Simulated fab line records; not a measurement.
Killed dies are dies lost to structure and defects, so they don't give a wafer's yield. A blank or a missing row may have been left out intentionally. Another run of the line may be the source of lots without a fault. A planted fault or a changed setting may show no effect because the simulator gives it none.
Which tool did it? ; flow sky130 ; 36 wafers from 12 lots sampled at 2 of the route's 708 steps

WHAT THE GAUGES READ, wafer by wafer
SKY_CAPM_THK_MEAS_04: measures by xrf.
lot;measured;on;CAPM_TIN_THK (nm)
L566;day 37 01:59;film metro-02;203.6 203.9 202.4
L569;day 37 13:25;film metro-04;197.8 200.4 199.1
L570;day 38 01:56;film metro-03;205.8 206.0 207.3
L571;day 38 04:59;film metro-04;201.2 203.1 201.0
L572;day 38 12:58;film metro-02;199.7 202.7 200.6
L574;day 39 03:08;film metro-03;203.8 203.9 207.5
L578;day 40 11:51;film metro-02;201.1 201.7 204.0
L579;day 40 21:19;film metro-04;199.9 203.7 201.8
L581;day 41 05:35;film metro-03;202.2 204.2 202.7
L582;day 41 11:56;film metro-03;204.3 204.7 206.0
L586;day 42 13:11;film metro-04;206.9 206.6 205.2
L587;day 42 17:50;film metro-03;203.7 206.3 204.1

WHAT TOOL EACH LOT RAN ON (gives the tool, then ch and the chambers of the sampled wafers, and finally the start)
lot;SKY_METAL3_SPUTTER_02
L566;pvd sputter-03, day 37 01:34
L569;pvd sputter-03, day 37 13:00
L570;pvd sputter-03, day 38 01:31
L571;pvd sputter-01, day 38 04:34
L572;pvd sputter-01, day 38 12:34
L574;pvd sputter-02, day 39 02:43
L578;pvd sputter-02, day 40 11:26
L579;pvd sputter-02, day 40 20:53
L581;pvd sputter-03, day 41 05:10
L582;pvd sputter-02, day 41 11:31
L586;pvd sputter-01, day 42 12:44
L587;pvd sputter-02, day 42 17:26
- SKY_METAL3_SPUTTER_02: material AlCu, target thk 735 nm, time 39.1 s.

WHAT THE TOOLS THEMSELVES READ (means of the sampled wafers that have a number; where no wafer has one, the mark that the record gives instead)
SKY_METAL3_SPUTTER_02.
lot;tool;chamber pressure pa (Pa);throttle valve pct (%)
L566;pvd sputter-03;0.3990;29.4
L569;pvd sputter-03;0.4001;29.3
L570;pvd sputter-03;0.4000;29.2
L571;pvd sputter-01;0.3999;30.2
L572;pvd sputter-01;0.3994;29.7
L574;pvd sputter-02;0.3996;29.0
L578;pvd sputter-02;0.4000;30.1
L579;pvd sputter-02;0.3992;30.0
L581;pvd sputter-03;0.4002;29.3
L582;pvd sputter-02;0.4003;29.2
L586;pvd sputter-01;0.3999;30.4
L587;pvd sputter-02;0.4005;31.1

THE ANSWER, worked out from the rows above alone
Rule: what is usual is taken from the lots themselves. The widest of any qualifying gaps counts: lots, ordered by their means at a reading, are off when they make up no more than a third of the lots, leave a main group of 4 or more, and stand apart from it by 3 or more times the standard deviation of that group's means. Not used: any main group whose means are identical at the precision the tables above print for the reading. Also off: a lot with no number at a reading for which 4 or more lots have one. The other lots that the step has rows for count as sound. The gauges are gone through in route order, then the tools' own readings, and for those a lot's mean is taken as printed above. The first step at which some lot is off is used, and at that step the reading that is off furthest; a lot without a number counts as furthest.
Across all readings shown, no lot is off: no conclusion can be drawn from this.

WHAT WAS PUT IN BY THE SIMULATOR
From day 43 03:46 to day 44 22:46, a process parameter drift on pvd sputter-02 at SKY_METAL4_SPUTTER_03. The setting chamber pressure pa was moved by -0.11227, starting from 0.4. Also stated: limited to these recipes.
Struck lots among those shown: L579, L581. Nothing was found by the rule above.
